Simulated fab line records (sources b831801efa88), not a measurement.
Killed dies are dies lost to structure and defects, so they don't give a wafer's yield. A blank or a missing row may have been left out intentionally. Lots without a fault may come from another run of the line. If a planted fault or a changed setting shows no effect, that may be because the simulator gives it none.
8D (eight disciplines) problem report, filled in by code -- flow gf180mcu -- the parts of the form that need people (team, actions taken, sign-off) are left out

## 1. PROBLEM STATEMENT
Across 3 wafers from 2 lots, V3_W_RS at GF_V3_RS_MEAS_24 averages 0.404 ohm/sq, while fault-free wafers read 0.329 ohm/sq with a standard deviation of 0.0037. Relative to the usual mean, that is a shift of +20 standard deviations.
The step: measures by four-point-probe.
The first sign was on wafer L766.3 at day 27 14:20, on filmMetro-01. Wafers with a number at this step in the record: 30, from 10 lots. Rule for "out", or "out of limits": more than 4 standard deviations from the usual mean. All remaining wafers that have a number are taken as sound.

## 2. WHAT IT IS; WHAT IT IS NOT
question,is,is not
which readings at this step,V3_W_RS,-
which lots,"L766, L768","L754, L755, L756, L757, L758, L759, L772, L773"
which wafers of those lots,"L766.3, L768.2, L768.6","L766.2, L766.4, L768.4"
read on which gauges,"filmMetro-01, filmMetro-03",filmMetro-02
when,from day 27 14:20,"up to then (20 sound wafers); but 7 sound wafers of L768, L772, L773 came after"

## 3. THE SUSPECTS, EACH WITH WHAT RULES IT OUT
Counting: a tool at a process step up to the reading stays a suspect if it ran every lot that is out. Sound lots after the first of them don't rule it out here, since some wafers of a struck lot are sound.
- the gauge at GF_V3_RS_MEAS_24 is ruled out. 2 gauges (filmMetro-01, filmMetro-03) read the wafers that are out.
- cvdW-01 at GF_V3_CVD_23 (deposits W, target thk 350 nm, time 104.9 s): kept. It processed each lot that is out (first: L766, day 27 14:13); up to then, its last sound lot is L759 (day 25 03:40). On those wafers its own readings are out: susceptorTempC.
- The sound lot-mates ran in chamber 1 of cvdW-01 at GF_V3_CVD_23, but the wafers that are out ran in chamber 0.
Remaining after the count: cvdW-01 at GF_V3_CVD_23.

## 4. THE CAUSE (what the simulator had put in)
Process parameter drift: cvdW-01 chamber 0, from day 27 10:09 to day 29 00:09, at GF_V3_CVD_23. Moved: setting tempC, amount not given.
Only this tool survived the counting.

## 5. THE EFFECT CHAIN, in route order
Rows list readings where the struck wafers' mean (over those with a number) sits beyond 3 standard deviations from the usual. Only readings for which the record gives a usual standard deviation are gone through. hours: the time from each lot's start at the first step in this table that gives one to its start at this step, as a median over the lots. sigmas: the change in usual standard deviations.
hours,step,reading,usual,on struck wafers,change,sigmas
0,GF_V3_CVD_23,susceptorTempC,399.98 C,388.00,-11.98,-52
0,GF_V3_RS_MEAS_24,V3_W_RS,0.329 ohm/sq,0.404,+0.075,+20
0,GF_V3_THK_MEAS_25,V3_W_THK,361 nm,295,-66,-13
1,GF_V3_CMP_26,timeToEndpointS,88 s,72,-16,-4.4
Here are the process steps it includes:
- GF_V3_CVD_23: deposits W, target thk 350 nm, time 104.9 s.
- GF_V3_CMP_26: polishes, stops on SiO2, t overpolish 15 s, target thk 0 nm.

## 6. WHAT WOULD HAVE CAUGHT IT SOONER
The first out-of-limits reading at a measuring or inspecting step in this record came at day 27 14:20, 4 hours after the fault's start at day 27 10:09.
At GF_V3_CVD_23, the tool's own readings (susceptorTempC) were out on each struck wafer the step has a row for, so an alarm limit on them would have fired on the first such wafer.
L768, from the lots that are out (2), started GF_V3_CVD_23 on cvdW-01 later than day 27 14:20. Holding the tool at that time would have saved it.
